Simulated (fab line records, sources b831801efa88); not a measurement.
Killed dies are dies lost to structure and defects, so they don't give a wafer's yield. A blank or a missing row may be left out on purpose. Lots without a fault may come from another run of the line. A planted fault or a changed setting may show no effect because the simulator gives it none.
One fault seen from 2 desks | flow sky130 | each desk has only its own numbers; what lay behind them comes last

THE TOOL OWNER'S DESK: litho_track-03
The tool's own readings at SKY_LI_CONTACT_DEVELOP_11 (develop time 60.92 s): means of the sampled wafers that have a number, for each lot that ran on this tool. A lot is out of limits, marked OUT, if its mean lies more than 4 standard deviations from the usual mean; the brackets give that distance.
Columns: A = developer_temp_C at SKY_LI_CONTACT_DEVELOP_11, usual 21.01 C
lot  | first seen here | A
L969 | day 32 09:00    | 21.05
L971 | day 33 00:00    | 21.09
L972 | day 33 05:00    | 21.10
L973 | day 33 10:00    | 20.99
L975 | day 34 04:00    | 23.35 (+23) OUT
L978 | day 34 16:00    | 23.27 (+23) OUT
This desk's finding: out of limits on L975, L978; first on L975, day 34 04:00 (developer_temp_C at SKY_LI_CONTACT_DEVELOP_11). In limits: L969, L971, L972, L973.

THE METROLOGY DESK
What the gauges read, lot by lot, whatever tool the lot ran on: means of the sampled wafers that have a number. A lot is out of limits, marked OUT, if its mean lies more than 4 standard deviations from the usual mean; the brackets give that distance.
Columns: A = CAPM_TIN_RS at SKY_CAPM_RS_MEAS_03, usual 6.92 ohm/sq
lot  | first seen here | A
L960 | day 36 02:52    | 6.93
L963 | day 37 14:26    | 6.96
L964 | day 37 15:21    | 7.01
L965 | day 38 05:44    | 6.99
L966 | day 38 07:58    | 6.89
L969 | day 39 08:43    | 6.95
L971 | day 39 22:10    | 6.84
L972 | day 40 04:30    | 6.91
L973 | day 40 09:08    | 6.83
L974 | day 40 18:16    | 6.92
L975 | day 41 03:22    | 7.06
L978 | day 41 14:11    | 6.93
L977 | day 41 17:13    | 6.94
This desk's finding: nothing out of limits on any of the 13 lots.

PUT TOGETHER
The tool owner's desk could have raised an alarm at day 34 04:00, on L975, L978.
The metrology desk saw nothing out of limits.
The metrology desk has L975, L978 on record, within its limits.
Of the lots named, all ran SKY_LI_CONTACT_DEVELOP_11 on litho_track-03.

WHAT THE SIMULATOR HAD PUT IN
Process parameter drift: litho_track-03, from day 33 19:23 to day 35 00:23, at SKY_LI_CONTACT_DEVELOP_11. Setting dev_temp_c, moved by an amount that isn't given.
Lots struck among those shown: L975, L978.
Hours from the fault's start to each desk's first reading out of limits: the tool owner's desk, 9.
